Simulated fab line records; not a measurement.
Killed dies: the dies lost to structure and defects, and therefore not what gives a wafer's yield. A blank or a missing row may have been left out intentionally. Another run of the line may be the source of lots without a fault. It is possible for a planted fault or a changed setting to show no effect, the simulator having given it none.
A lot that was struck, set against a sound lot || flow sky130 || 16 steps out of a route of 708
Sound: these wafers, L186.3, L186.4, L186.6. Struck: wafers L190.1, L190.2, L190.3. At the end, the cause is stated.
For every step that has rows: the tool of each side, followed by ch and its chambers, followed by its first start. Under that, the readings that differ: sound wafers || struck wafers || difference of the means || sigmas: that difference in standard deviations of wafers without a fault.
alike: readings with means less than 2 such deviations apart, plus words and numbers identical on both sides. not compared: withheld readings, readings lacking a value on some wafer, bounds such as >300 that could conceal the same value, and numbers that have no deviation in the record and whose values overlap.
A row with sigmas, a row that says differs or no value, or rows on one side alone: a step with any of these is where the two part. Numbers that don't overlap but have no deviation are shown without sigmas and don't part them. Lack of a reading on every wafer of one side parts them only where that side has two or more wafers.

SKY_NWELL_OVL_MEAS_10:
  sound on overlay-02 at day 6 03:39; struck on overlay-01 at day 7 04:27
  alike: NWELL_00_OVL
then, 3 steps without rows for these wafers: SKY_NWELL_IMPLANT_11; SKY_NWELL_IMPLANT_12; SKY_NWELL_IMPLANT_13.
SKY_NWELL_STRIP_14: strips in O2/N2.
  sound on plasma asher-02 ch 0,1, day 6 04:10; struck on plasma asher-02 ch 0,1, day 7 04:56
  alike: drypump motor current A, o2 flow sccm, oes product au, strip time to endpoint s
  not compared: rf hours counter h
SKY_NWELL_TW_MEAS_15:
  sound on film metro-01 at day 6 04:14; struck on film metro-03 at day 7 05:02
  alike: NWELL_TW
then, 6 steps without rows for these wafers: SKY_NWELL_DEHYDRATE_16 (time 60 s); SKY_NWELL_HMDS_17 (prime time 60 s); SKY_NWELL_COAT_18 (resist thk 3000 nm); SKY_NWELL_SOFTBAKE_19; SKY_NWELL_EXPOSE_20 (exposes mask NWM COMPLEMENT, target cd 840 nm); SKY_NWELL_PEB_21.
SKY_NWELL_DEVELOP_22: develop time 60 s.
  sound on litho track-03 ch 0, day 6 21:00; struck on litho track-03 ch 0, day 8 01:00
  alike: resist line temp C
SKY_NWELL_OVL_MEAS_23:
  sound on overlay-02 at day 6 21:58; struck on overlay-02 at day 8 01:24
{"reading": "NWELL_01_OVL (nm)", "sound": "-0.2 -1.9 0.1", "struck": "- - -", "difference": "no value on the struck wafers", "sigmas": ""}
after that, 1 step had no rows for these wafers: SKY_NWELL_IMPLANT_24.
-- the record jumps here: 41 days lie between the struck wafers' starts before and after (it left off in module NWELL and takes up again in module PAD_OPEN, whose first step shown is number 708 of the route) --
SKY_PAD_OPEN_PROBE_99:
  rows exist in the record for the struck wafers here (prober-02, day 48 18:42), but not for the sound ones

## WHERE THEY PART
At SKY_NWELL_OVL_MEAS_23 first; at SKY_PAD_OPEN_PROBE_99 last (within this record only).

WHY: the cause the simulator had injected
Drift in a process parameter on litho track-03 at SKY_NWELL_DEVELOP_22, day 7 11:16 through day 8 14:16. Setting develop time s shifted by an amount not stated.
